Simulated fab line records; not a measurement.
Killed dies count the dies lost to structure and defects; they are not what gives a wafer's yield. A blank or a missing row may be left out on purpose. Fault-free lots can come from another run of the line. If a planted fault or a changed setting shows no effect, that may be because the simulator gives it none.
Chamber matching || flow gf180mcu || rie_si-01 running GF_POLY_GATE_ETCH_13: 4 sister chambers
The step etches poly-Si in HBr/Cl2, stops on SiO2, target depth 198.5 nm, time 69.6 s. 8 wafers are shown with their chamber, then 7 later ones without.

== WAFERS PAIRED WITH THEIR CHAMBERS ==
{"wafer": "L407.3", "chamber": 2, "drypump_motor_current_A (A)": 5.4, "throttle_valve_pct (%)": 33.681}
{"wafer": "L407.5", "chamber": 2, "drypump_motor_current_A (A)": 5.4, "throttle_valve_pct (%)": 33.692}
{"wafer": "L407.6", "chamber": 3, "drypump_motor_current_A (A)": 5.9, "throttle_valve_pct (%)": 33.684}
{"wafer": "L408.2", "chamber": 0, "drypump_motor_current_A (A)": 5.6, "throttle_valve_pct (%)": 33.685}
{"wafer": "L408.3", "chamber": 3, "drypump_motor_current_A (A)": 5.9, "throttle_valve_pct (%)": 33.683}
{"wafer": "L408.4", "chamber": 1, "drypump_motor_current_A (A)": 6.2, "throttle_valve_pct (%)": 33.681}
{"wafer": "L410.2", "chamber": 1, "drypump_motor_current_A (A)": 6.1, "throttle_valve_pct (%)": 33.653}
{"wafer": "L410.4", "chamber": 0, "drypump_motor_current_A (A)": 5.6, "throttle_valve_pct (%)": 33.673}

== WAFERS WITHOUT THEIR CHAMBER ==
{"wafer": "L410.5", "drypump_motor_current_A (A)": 5.3, "throttle_valve_pct (%)": 33.688}
{"wafer": "L413.2", "drypump_motor_current_A (A)": 5.8, "throttle_valve_pct (%)": 33.683}
{"wafer": "L413.3", "drypump_motor_current_A (A)": 5.6, "throttle_valve_pct (%)": 33.693}
{"wafer": "L413.6", "drypump_motor_current_A (A)": 5.9, "throttle_valve_pct (%)": 33.698}
{"wafer": "L415.1", "drypump_motor_current_A (A)": 6.1, "throttle_valve_pct (%)": 33.681}
{"wafer": "L415.3", "drypump_motor_current_A (A)": 5.9, "throttle_valve_pct (%)": 33.675}
{"wafer": "L415.6", "drypump_motor_current_A (A)": 5.9, "throttle_valve_pct (%)": 33.699}

== THE CHAMBER EACH PASSED THROUGH ==
{"wafer": "L410.5", "from the rows above": 2, "in truth": 2}
{"wafer": "L413.2", "from the rows above": 3, "in truth": 3}
{"wafer": "L413.3", "from the rows above": 0, "in truth": 0}
{"wafer": "L413.6", "from the rows above": 3, "in truth": 3}
{"wafer": "L415.1", "from the rows above": 1, "in truth": 1}
{"wafer": "L415.3", "from the rows above": 3, "in truth": 3}
{"wafer": "L415.6", "from the rows above": 3, "in truth": 3}
7 of 7 placed correctly. Number that these rows cannot place: 0. Wrongly placed: 0.
How it was worked out, from the rows above alone: a wafer's distance from a chamber is the root of the sum, over the readings, of the square of ((its reading less the chamber's mean) divided by the reading's scatter). The wafer belongs to the nearest chamber; if the next one is less than 2 further off, it can't be placed. A chamber's mean is the mean of its shown wafers. How the scatter is found: for the shown wafers, subtract from each reading the mean of its chamber, square and add these, divide the total by (wafers less chambers), then take the root.
